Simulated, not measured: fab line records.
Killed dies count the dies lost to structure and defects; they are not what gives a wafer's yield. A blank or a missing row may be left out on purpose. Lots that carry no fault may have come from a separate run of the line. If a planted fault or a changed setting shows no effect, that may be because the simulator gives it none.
A lot that was struck, set against a sound lot ; flow sky130 ; 22 steps out of a route of 708
Sound: wafers L392.1, L392.2, L392.3. Wafers L395.2, L395.3, L395.5 were the ones struck. At the end, the cause is stated.
For every step that has rows: the tool of each side, followed by ch and its chambers, followed by its first start. Under that, the readings that differ: sound wafers ; struck wafers ; difference of the means ; sigmas: that difference in standard deviations of wafers without a fault.
alike: same words and numbers on both sides, and readings whose means sit less than 2 such deviations apart. not compared: any withheld reading, any reading some wafer has no value for, any bound like >300 that may hide the same value, and any number with overlapping values for which the record gives no deviation.
The two part at a step that has a row with sigmas, a row that says differs or no value, or rows on one side only. Numbers that have no deviation but don't overlap get no sigmas and don't part them. Lack of a reading on every wafer of one side parts them only where that side has two or more wafers.

SKY_SONOS_ONO_OVL_MEAS_14:
  sound on overlay-02, day 16 17:54; struck on overlay-01, day 17 23:55
  alike: SONOS_ONO_OVL
SKY_SONOS_ONO_ETCH_15: etches the open film in CHF3/O2, target depth 19.52 nm, time 7.8 s.
  sound on rie_diel-04 ch 0,1,3, day 16 17:56; struck on rie_diel-03 ch 0,3, day 17 23:57
  alike: O2_flow_sccm, drypump_motor_current_A, oes_product_au, throttle_valve_pct
  not compared: rf_hours_counter_h
then, 1 step without rows for these wafers: SKY_SONOS_ONO_WET_ETCH_16 (etches SiO2 in dHF, target depth 14 nm, time 280 s).
SKY_SONOS_ONO_STRIP_17: strips in O2/N2.
  sound on plasma_asher-04 ch 0,1, day 16 18:02; struck on plasma_asher-04 ch 0,1, day 18 00:04
  alike: drypump_motor_current_A, oes_product_au, strip_time_to_endpoint_s
  not compared: rf_hours_counter_h
then, 3 steps without rows for these wafers: SKY_SONOS_ONO_WET_ETCH_18 (etches Si3N4 in H3PO4, target depth 15 nm, time 172 s); SKY_GATE_OXIDE_CLEAN_00 (cleans in SC1/SC2, time 150 s); SKY_GATE_OXIDE_OXIDATION_01 (stabilise 600 s, purge 300 s, target thk 10.268 nm).
SKY_GATE_OXIDE_THK_MEAS_02:
  sound on film_metro-03, day 16 22:58; struck on film_metro-03, day 18 01:56
  alike: GATE_OXIDE_OXIDATION_00_THK
then, 4 steps without rows for these wafers: SKY_GATE_OXIDE_DEHYDRATE_03 (time 60 s); SKY_GATE_OXIDE_HMDS_04 (prime time 60 s); SKY_GATE_OXIDE_COAT_05 (resist thk 1140 nm); SKY_GATE_OXIDE_SOFTBAKE_06 (time 60 s).
SKY_GATE_OXIDE_EXPOSE_07: exposes mask LVOM, target cd 600 nm.
  sound on iline_stepper-01 ch 0, day 17 11:47; struck on iline_stepper-02 ch 0, day 18 17:07
reading;sound;struck;difference;sigmas
mask;LVOM#0 LVOM#0 LVOM#0;NWM#0 NWM#0 NWM#0;differs;
then, 2 steps without rows for these wafers: SKY_GATE_OXIDE_PEB_08; SKY_GATE_OXIDE_DEVELOP_09 (develop time 60 s).
SKY_GATE_OXIDE_OVL_MEAS_10:
  sound on overlay-01, day 18 02:38; struck on overlay-01, day 19 08:23
reading;sound;struck;difference;sigmas
GATE_OXIDE_OVL (nm);-1.5 -1.4 -2.9;- - -;no value on the struck wafers;
then, 2 steps without rows for these wafers: SKY_GATE_OXIDE_IMPLANT_11; SKY_GATE_OXIDE_WET_ETCH_12 (etches SiO2 in dHF, target depth 16.8 nm, time 336 s).
SKY_GATE_OXIDE_STRIP_13: strips in O2/N2.
  sound on plasma_asher-01 ch 0,1, day 18 02:55; struck on plasma_asher-01 ch 0,1, day 19 08:40
  alike: drypump_motor_current_A, oes_product_au, strip_time_to_endpoint_s
  not compared: rf_hours_counter_h
SKY_GATE_OXIDE_TW_MEAS_14:
  sound on film_metro-03, day 18 03:01; struck on film_metro-03, day 19 08:47
reading;sound;struck;difference;sigmas
GATE_OXIDE_TW;220.2 221.2 220.1;29.3 29.3 29.4;-191.2;-91
then, 1 step without rows for these wafers: SKY_GATE_OXIDE_CLEAN_15 (cleans in SC1/SC2, time 150 s).
-- a jump in the record: the struck wafers' starts before and after are 30 days apart (it breaks off in module GATE_OXIDE and resumes in module PAD_OPEN, where the first step shown is number 708 of the route) --
SKY_PAD_OPEN_PROBE_99:
  record: rows for the struck wafers here (prober-01, day 49 06:58), none for the sound ones

## WHERE THEY PART
At SKY_GATE_OXIDE_EXPOSE_07 first; at SKY_PAD_OPEN_PROBE_99 last (within this record only).

WHY: whatever the simulator had introduced
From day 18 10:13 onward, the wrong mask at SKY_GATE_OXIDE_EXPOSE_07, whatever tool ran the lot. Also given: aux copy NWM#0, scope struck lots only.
